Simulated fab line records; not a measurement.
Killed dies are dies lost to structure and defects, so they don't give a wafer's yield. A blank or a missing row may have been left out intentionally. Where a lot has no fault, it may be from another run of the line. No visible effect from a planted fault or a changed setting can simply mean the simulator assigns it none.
Matching of chambers :: flow sky130 :: SKY_CONTACT_CLEAN_21 on wetBench-01: 4 sister chambers
The step cleans in IPA, time 180 s. 7 wafers are shown with their chamber, then 8 later ones without.

## EACH WAFER AND ITS CHAMBER
wafer: L342.5
chamber: 3
tempC (C): 24.95

wafer: L342.6
chamber: 3
tempC (C): 24.96

wafer: L345.5
chamber: 0
tempC (C): 24.87

wafer: L345.6
chamber: 0
tempC (C): 24.88

wafer: L344.4
chamber: 2
tempC (C): 24.99

wafer: L344.5
chamber: 2
tempC (C): 24.95

wafer: L350.1
chamber: 1
tempC (C): 25.05

## WAFERS MISSING THEIR CHAMBER
wafer: L350.5
tempC (C): 25.11

wafer: L350.6
tempC (C): 24.99

wafer: L354.1
tempC (C): 24.92

wafer: L354.3
tempC (C): 24.80

wafer: L354.4
tempC (C): 24.98

wafer: L356.1
tempC (C): 25.12

wafer: L356.3
tempC (C): 25.04

wafer: L356.6
tempC (C): 24.91

## EACH ONE'S CHAMBER
wafer: L350.5
from the rows above: 1
in truth: 1

wafer: L350.6
from the rows above: can't be placed: 2 or 3
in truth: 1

wafer: L354.1
from the rows above: can't be placed: 3 or 0 or 2
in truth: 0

wafer: L354.3
from the rows above: 0
in truth: 0

wafer: L354.4
from the rows above: can't be placed: 2 or 3
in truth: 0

wafer: L356.1
from the rows above: 1
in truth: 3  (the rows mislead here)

wafer: L356.3
from the rows above: 1
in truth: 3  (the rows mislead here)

wafer: L356.6
from the rows above: can't be placed: 0 or 3 or 2
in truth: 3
2 of 8 placed correctly. Unplaceable from these rows: 4, with the true chamber sitting among the candidates in 2. Number placed wrongly: 2.
How it was worked out, from the rows above alone: a wafer's distance from a chamber is the root of the sum, over the readings, of the square of ((its reading less the chamber's mean) divided by the reading's scatter). The wafer belongs to the nearest chamber; if the next one is less than 2 further off, it can't be placed. A chamber's mean is the mean of its shown wafers. The scatter: the root of (the sum of the squares of (reading less its chamber's mean) over the shown wafers, divided by (wafers less chambers)).
